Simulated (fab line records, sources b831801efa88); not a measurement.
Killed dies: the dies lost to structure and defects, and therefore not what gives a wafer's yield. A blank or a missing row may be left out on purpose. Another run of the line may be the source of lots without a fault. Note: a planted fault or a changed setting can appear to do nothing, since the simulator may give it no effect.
The same fault as seen by 2 desks ; flow sky130 ; each desk holds nothing but its own numbers, with what lay behind them at the end

== FOR THE TOOL OWNER'S DESK: krf_scanner-02 ==
The tool's own readings at SKY_METAL4_EXPOSE_10 (exposes mask MM4, target cd 300 nm): means of the sampled wafers that have a number, for each lot that ran on this tool. Marked OUT: a lot whose mean sits more than 4 standard deviations from the usual mean, which makes it out of limits; the brackets give that distance.
Columns: A = exposure_dose_mJ_cm2 at SKY_METAL4_EXPOSE_10, usual 27.95
lot;first seen here;A
L297;day 42 20:28;27.95
L304;day 44 15:09;27.54 (-12) OUT
L307;day 45 11:53;27.61 (-10) OUT
L309;day 45 18:40;27.61 (-10) OUT
This desk's finding: out of limits on L304, L307, L309; first on L304, day 44 15:09 (exposure_dose_mJ_cm2 at SKY_METAL4_EXPOSE_10). L297: within limits.

== THE METROLOGY DESK ==
Means of the sampled wafers that have a number, per lot and without regard to the tool the lot ran on: this is what the gauges read. Marked OUT: a lot whose mean sits more than 4 standard deviations from the usual mean, which makes it out of limits; the brackets give that distance.
Columns: A = CAP2M_OVL at SKY_CAP2M_OVL_MEAS_12, usual 0.4 nm; B = cd_nm at SKY_METAL4_CD_MEAS_13, usual 299.6 nm; C = METAL4_OVL at SKY_METAL4_OVL_MEAS_14, usual -2 nm
lot;first seen here;A;B;C
L295;day 41 08:07;0.9;301.3;1
L297;day 42 08:10;0.7;298.7;-9
L299;day 42 19:41;-0.6;298.2;-4
L300;day 43 09:25;2.6;298.4;-1
L304;day 44 02:43;-0.1;303.2;0
L307;day 44 23:47;1.1;301.6;-4
L309;day 45 07:41;-0.6;301.4;-5
This desk's verdict: no lot among the 7 shows anything out of limits.

== ALL TOGETHER ==
The tool owner's desk could have raised an alarm at day 44 15:09, on L304, L307, L309.
Nothing out of limits was seen by the metrology desk.
The metrology desk holds a record of L304, L307, L309, inside its limits.
SKY_METAL4_EXPOSE_10 was run on krf_scanner-02 by each of the lots named.

== WHAT WAS PUT IN BY THE SIMULATOR ==
Process parameter drift: krf_scanner-02, from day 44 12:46 on, at SKY_METAL4_EXPOSE_10. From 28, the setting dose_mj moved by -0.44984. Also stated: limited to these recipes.
Struck lots among those shown: L304, L307, L309.
How many hours passed from the start of the fault until each desk's first out-of-limits reading: the tool owner's desk, 2.
